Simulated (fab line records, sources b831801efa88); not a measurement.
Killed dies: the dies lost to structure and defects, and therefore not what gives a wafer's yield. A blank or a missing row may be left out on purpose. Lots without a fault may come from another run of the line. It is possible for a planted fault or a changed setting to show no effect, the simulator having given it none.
2 desks, one fault :: flow gf180mcu :: every desk sees just its own numbers, and what lay behind them comes last

## THE METROLOGY DESK
What the gauges read, lot by lot, whatever tool the lot ran on: means of the sampled wafers that have a number. Any lot whose mean is over 4 standard deviations away from the usual mean is out of limits and marked OUT; that distance is given in the brackets.
Columns: A = M5_OVL at GF_M5_OVL_MEAS_08, usual 0 nm; B = TOP_METAL_ALCU_RS at GF_TOP_METAL_RS_MEAS_05, usual 0.0328 ohm/sq; C = TOP_METAL_ALCU_THK at GF_TOP_METAL_THK_MEAS_06, usual 907 nm
lot: L537
first seen here: day 26 20:14
A: 3
B: 0.0327
C: 910

lot: L539
first seen here: day 27 12:23
A: -2
B: 0.0327
C: 910

lot: L540
first seen here: day 27 23:46
A: -2
B: 0.0328
C: 909

lot: L543
first seen here: day 28 17:53
A: -5
B: 0.0329
C: 904

lot: L544
first seen here: day 29 00:19
A: 1
B: 0.0341
C: 877

lot: L548
first seen here: day 30 06:10
A: 0
B: 0.0337
C: 885

lot: L552
first seen here: day 31 06:08
A: 4
B: 0.0331
C: 898

lot: L556
first seen here: day 32 08:40
A: -6
B: 0.0327
C: 904

lot: L557
first seen here: day 32 14:07
A: 4
B: 0.0333
C: 891

lot: L558
first seen here: day 32 19:17
A: -0
B: 0.0325
C: 917
This desk's verdict: no lot among the 10 shows anything out of limits.

## AT THE TOOL OWNER'S DESK: pvdSputter-01
The tool's own readings at GF_TOP_METAL_SPUTTER_02 (material AlCu, target thk 900 nm, time 47.82 s): means of the sampled wafers that have a number, for each lot that ran on this tool. Any lot whose mean is over 4 standard deviations away from the usual mean is out of limits and marked OUT; that distance is given in the brackets.
Columns: A = throttleValvePct at GF_TOP_METAL_SPUTTER_02, usual 29.4 %
lot: L537
first seen here: day 27 19:52
A: 29.9

lot: L540
first seen here: day 28 22:15
A: 28.5

lot: L544
first seen here: day 29 22:40
A: 29.9

lot: L548
first seen here: day 31 02:46
A: 29.9
This desk's verdict: no lot among the 4 shows anything out of limits.

## BROUGHT TOGETHER
At the metrology desk, nothing out of limits was observed.
The desk of the tool owner found nothing out of limits.

## WHAT HAD BEEN PUT IN BY THE SIMULATOR
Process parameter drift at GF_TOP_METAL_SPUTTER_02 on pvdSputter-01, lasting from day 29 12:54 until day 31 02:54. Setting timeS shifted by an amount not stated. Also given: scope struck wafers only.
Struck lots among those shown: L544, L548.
